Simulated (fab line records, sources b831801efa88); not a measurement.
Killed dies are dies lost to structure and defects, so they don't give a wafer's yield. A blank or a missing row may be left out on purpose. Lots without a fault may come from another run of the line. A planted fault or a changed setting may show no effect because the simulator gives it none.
Problem report in the 8D (eight disciplines) form, filled by code | flow gf180mcu | the parts of the form that need people (team, actions taken, sign-off) are left out

1. THE PROBLEM
heater_power_total_W at GF_V5_PEB_12 reads a mean of 87.52 W on 6 wafers of 2 lots; wafers without a fault read 85.69 W with a standard deviation of 0.092. That is +20 standard deviations from the usual mean.
The step: peb time 90 s.
First seen on wafer L666.4, day 31 16:33, on litho_track-04. The record holds 36 wafers of 12 lots with a number at this step. Rule for "out", or "out of limits": more than 4 standard deviations from the usual mean. The other wafers with a number count as sound.

2. WHAT IT IS AND WHAT IT IS NOT
question                    | is                                 | is not
which readings at this step | heater_power_total_W, plate_temp_C | -
which lots                  | L666, L667                         | L652, L653, L654, L655, L656, L659, L662, L672, L674, L675
which wafers of those lots  | all that have a number             | -
read on which tools         | litho_track-04                     | litho_track-01, litho_track-02
when                        | from day 31 16:33                  | up to then (21 sound wafers); but 9 sound wafers of L672, L674, L675 came after

3. SUSPECTS, AND WHAT RULES EACH OUT
Counting: a tool at a process step up to the reading stays a suspect if it ran every lot that is out and no sound lot after the first of them.
- pecvd-04 at GF_V5_CVD_02 (deposits SiO2 from TEOS, target thk 1450 nm, time 163.28 s): ruled out as a lasting fault. Sound lots L674 ran on it after its first lot that is out, L666 (day 30 22:35).
- litho_track-04 at GF_V5_PEB_12 (peb time 90 s): kept. It ran every lot that is out, first L666 (day 31 16:33), and no sound lot after that; its last sound lot up to then is L662 (day 30 13:44). Its own readings are out on those wafers: heater_power_total_W, plate_temp_C.
Left after counting: litho_track-04 at GF_V5_PEB_12.

4. THE CAUSE (what the simulator had put in)
Process parameter drift: litho_track-04, from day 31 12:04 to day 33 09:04, at GF_V5_PEB_12. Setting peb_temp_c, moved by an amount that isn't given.
Counting left only this tool.

5. THE CHAIN OF EFFECTS, in route order
Each row: a reading whose mean over the struck wafers that have a number lies more than 3 standard deviations from the usual. Only readings for which the record gives a usual standard deviation are gone through. hours: the time from each lot's start at the first step in this table that gives one to its start at this step, as a median over the lots. sigmas: the change in usual standard deviations.
hours | step         | reading              | usual    | on struck wafers | change | sigmas
0     | GF_V5_PEB_12 | heater_power_total_W | 85.69 W  | 87.52            | +1.83  | +20
0     | GF_V5_PEB_12 | plate_temp_C         | 135.00 C | 137.19           | +2.19  | +13
The process steps in it:
- GF_V5_PEB_12: peb time 90 s.
Later measuring or inspecting steps at which every struck wafer that the step has a row for has a number for every such reading, and none has moved that far: GF_V5_CD_MEAS_14.

6. WHAT WOULD HAVE CAUGHT IT SOONER
In this record the first reading out of limits was taken at day 31 16:33, 4 hours after the fault began at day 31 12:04.
